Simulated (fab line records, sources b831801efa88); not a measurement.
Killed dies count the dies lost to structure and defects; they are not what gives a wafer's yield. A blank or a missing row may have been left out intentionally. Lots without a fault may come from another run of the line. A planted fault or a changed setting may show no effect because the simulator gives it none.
A single fault, viewed from 2 desks || flow gf180mcu || each desk holds nothing but its own numbers, with what lay behind them at the end

## DESK OF THE TOOL OWNER: litho_track-03
The tool's own readings at GF_HV_LDD_COAT_26 (resist thk 1000 nm): means of the sampled wafers that have a number, for each lot that ran on this tool. The brackets show how far a lot's mean lies from the usual mean; more than 4 standard deviations puts the lot out of limits, marked OUT.
Columns: A = resist_line_temp_C at GF_HV_LDD_COAT_26, usual 22.99 C
{"lot": "L803", "first seen here": "day 12 08:32", "A": 23.01}
{"lot": "L804", "first seen here": "day 12 10:38", "A": 23.00}
{"lot": "L805", "first seen here": "day 12 22:59", "A": 23.01}
{"lot": "L811", "first seen here": "day 14 18:59", "A": 22.96}
{"lot": "L812", "first seen here": "day 15 04:06", "A": 23.05}
{"lot": "L823", "first seen here": "day 18 06:39", "A": 22.91}
{"lot": "L824", "first seen here": "day 18 12:53", "A": 22.98}
This desk found nothing out of limits on any of the 7 lots.

## FROM THE METROLOGY DESK
Means of the sampled wafers that have a number, per lot and without regard to the tool the lot ran on: this is what the gauges read. The brackets show how far a lot's mean lies from the usual mean; more than 4 standard deviations puts the lot out of limits, marked OUT.
Columns: A = cd_nm at GF_POLY_GATE_CD_MEAS_10, usual 280.1 nm; B = cd_nm at GF_HV_LDD_CD_MEAS_07, usual 399.8 nm; C = cd_nm at GF_HV_LDD_CD_MEAS_31, usual 399.7 nm; D = cd_nm at GF_HV_LDD_CD_MEAS_46, usual 399.8 nm
{"lot": "L801", "first seen here": "day 8 18:38", "A": 279.9, "B": 398.8, "C": 398.9, "D": 398.8}
{"lot": "L802", "first seen here": "day 9 20:15", "A": 279.6, "B": 400.3, "C": 401.9, "D": 398.7}
{"lot": "L803", "first seen here": "day 10 08:26", "A": 278.4, "B": 398.9, "C": 398.9, "D": 399.4}
{"lot": "L804", "first seen here": "day 10 09:10", "A": 279.6, "B": 397.0, "C": 401.2, "D": 397.2}
{"lot": "L805", "first seen here": "day 10 20:41", "A": 278.9, "B": 402.2, "C": 397.2, "D": 402.5}
{"lot": "L811", "first seen here": "day 12 13:37", "A": 279.5, "B": 399.8, "C": 406.5, "D": 399.4}
{"lot": "L812", "first seen here": "day 12 16:40", "A": 279.7, "B": 404.4, "C": 404.4, "D": 396.4}
{"lot": "L816", "first seen here": "day 14 00:02", "A": 279.1, "B": 398.4, "C": 399.9, "D": 400.0}
{"lot": "L817", "first seen here": "day 14 02:14", "A": 279.6, "B": 399.2, "C": 396.0, "D": 401.8}
{"lot": "L818", "first seen here": "day 14 07:41", "A": 280.9, "B": 399.5, "C": 404.9, "D": 402.2}
{"lot": "L820", "first seen here": "day 14 20:44", "A": 282.4, "B": 393.8, "C": 400.1, "D": 403.0}
{"lot": "L823", "first seen here": "day 15 18:04", "A": 280.0, "B": 399.4, "C": 398.0, "D": 400.5}
{"lot": "L824", "first seen here": "day 16 01:47", "A": 281.2, "B": 402.9, "C": 403.3, "D": 399.6}
This desk found nothing out of limits on any of the 13 lots.

## BROUGHT TOGETHER
The desk of the tool owner found nothing out of limits.
Metrology desk: nothing out of limits seen.

## WHAT THE SIMULATOR PUT IN
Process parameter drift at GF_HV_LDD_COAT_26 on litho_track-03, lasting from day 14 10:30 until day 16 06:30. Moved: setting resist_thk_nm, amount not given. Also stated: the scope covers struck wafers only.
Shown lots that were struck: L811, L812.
